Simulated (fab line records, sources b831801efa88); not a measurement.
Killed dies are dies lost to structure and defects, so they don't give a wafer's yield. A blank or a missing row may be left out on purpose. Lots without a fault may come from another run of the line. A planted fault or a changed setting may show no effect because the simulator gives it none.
One fault seen from 2 desks | flow gf180mcu | each desk has only its own numbers; what lay behind them comes last

THE METROLOGY DESK
What the gauges read, lot by lot, whatever tool the lot ran on: means of the sampled wafers that have a number. A lot is out of limits, marked OUT, if its mean lies more than 4 standard deviations from the usual mean; the brackets give that distance.
Columns: A = cd_nm at GF_M4_CD_MEAS_14, usual 280.3 nm; B = V4_CVD_02_THK at GF_V4_THK_MEAS_03, usual 852 nm; C = V4_OVL at GF_V4_OVL_MEAS_15, usual -1 nm
lot  | first seen here | A     | B             | C
L300 | day 23 16:32    | 281.4 | 862           | -1
L303 | day 24 13:16    | 279.6 | 848           | -4
L307 | day 26 02:29    | 280.0 | 620 (-17) OUT | -3
L313 | day 28 04:16    | 279.2 | 866           | -6
L315 | day 28 17:06    | 278.4 | 851           | 1
L316 | day 28 19:48    | 281.6 | 857           | 0
L317 | day 29 04:17    | 281.9 | 855           | -3
L318 | day 29 11:05    | 279.5 | 843           | 1
L319 | day 29 16:37    | 279.0 | 854           | 1
L320 | day 30 02:16    | 278.8 | 844           | -6
L322 | day 30 10:44    | 281.0 | 875           | 4
L323 | day 30 13:45    | 280.4 | 863           | -3
This desk's finding: out of limits on L307; first on L307, day 26 03:33 (V4_CVD_02_THK at GF_V4_THK_MEAS_03). In limits: L300, L303, L313, L315, L316, L317, L318, L319, L320, L322, L323.

THE TOOL OWNER'S DESK: pecvd-01
The tool's own readings at GF_V4_CVD_02 (deposits SiO2 from TEOS, target thk 850 nm, time 94.851 s): means of the sampled wafers that have a number, for each lot that ran on this tool. A lot is out of limits, marked OUT, if its mean lies more than 4 standard deviations from the usual mean; the brackets give that distance.
Columns: A = heater_power_w at GF_V4_CVD_02, usual 662 W
lot  | first seen here | A
L300 | day 23 17:34    | 580
L303 | day 24 14:20    | 573
L307 | day 26 03:29    | 597
L317 | day 29 05:13    | 611
L322 | day 30 12:03    | 624
This desk's finding: nothing out of limits on any of the 5 lots.

PUT TOGETHER
The metrology desk could have raised an alarm at day 26 03:33, on L307.
The tool owner's desk saw nothing out of limits.
The tool owner's desk has L307 on record, within its limits.
Of the lots named, all ran GF_V4_CVD_02 on pecvd-01.

WHAT THE SIMULATOR HAD PUT IN
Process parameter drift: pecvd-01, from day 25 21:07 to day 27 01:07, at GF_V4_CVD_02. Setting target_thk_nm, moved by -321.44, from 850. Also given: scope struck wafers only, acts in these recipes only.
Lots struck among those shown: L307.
Hours from the fault's start to each desk's first reading out of limits: the metrology desk, 6.
